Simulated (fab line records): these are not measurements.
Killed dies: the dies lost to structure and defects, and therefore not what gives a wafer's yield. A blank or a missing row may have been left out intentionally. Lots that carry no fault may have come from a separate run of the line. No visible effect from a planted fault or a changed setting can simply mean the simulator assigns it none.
Matching of chambers ; flow gf180mcu ; GF_V5_CVD_00 on hdpcvd-01 has 3 sister chambers
The step deposits SiO2, target thk 300 nm, time 50 s. 3 wafers are shown with their chamber, then 9 later ones without.

WAFERS PAIRED WITH THEIR CHAMBERS
wafer;chamber;sih4-flow-sccm (sccm)
L655.4;1;60.19
L655.5;2;60.10
L655.6;0;59.88

WAFERS WITH NO CHAMBER GIVEN
wafer;sih4-flow-sccm (sccm)
L656.3;59.90
L656.5;60.07
L656.6;59.88
L660.2;60.21
L660.3;59.90
L660.4;60.01
L663.2;60.05
L663.5;59.76
L663.6;59.93

CHAMBER TAKEN BY EACH
wafer;from the rows above;in truth
L656.3;0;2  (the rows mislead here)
L656.5;can't be placed: 2 or 1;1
L656.6;0;0
L660.2;can't be placed: 1 or 2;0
L660.3;0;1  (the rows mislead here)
L660.4;can't be placed: 2 or 0 or 1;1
L663.2;can't be placed: 2 or 1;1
L663.5;0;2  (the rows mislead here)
L663.6;0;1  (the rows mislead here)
1 of 9 placed correctly. Unplaceable from these rows: 4, with the true chamber sitting among the candidates in 3. 4 placed wrongly.
How it was worked out, from the rows above alone: a wafer's distance from a chamber is the root of the sum, over the readings, of the square of ((its reading less the chamber's mean) divided by the reading's scatter). If the next closest chamber is less than 2 further off than the closest, the wafer can't be placed; otherwise it belongs to the closest. For every chamber, the mean is computed from those of its wafers that are shown. The scatter: root of mean squared gap, hidden wafer to nearest shown wafer, with one shown wafer a chamber.
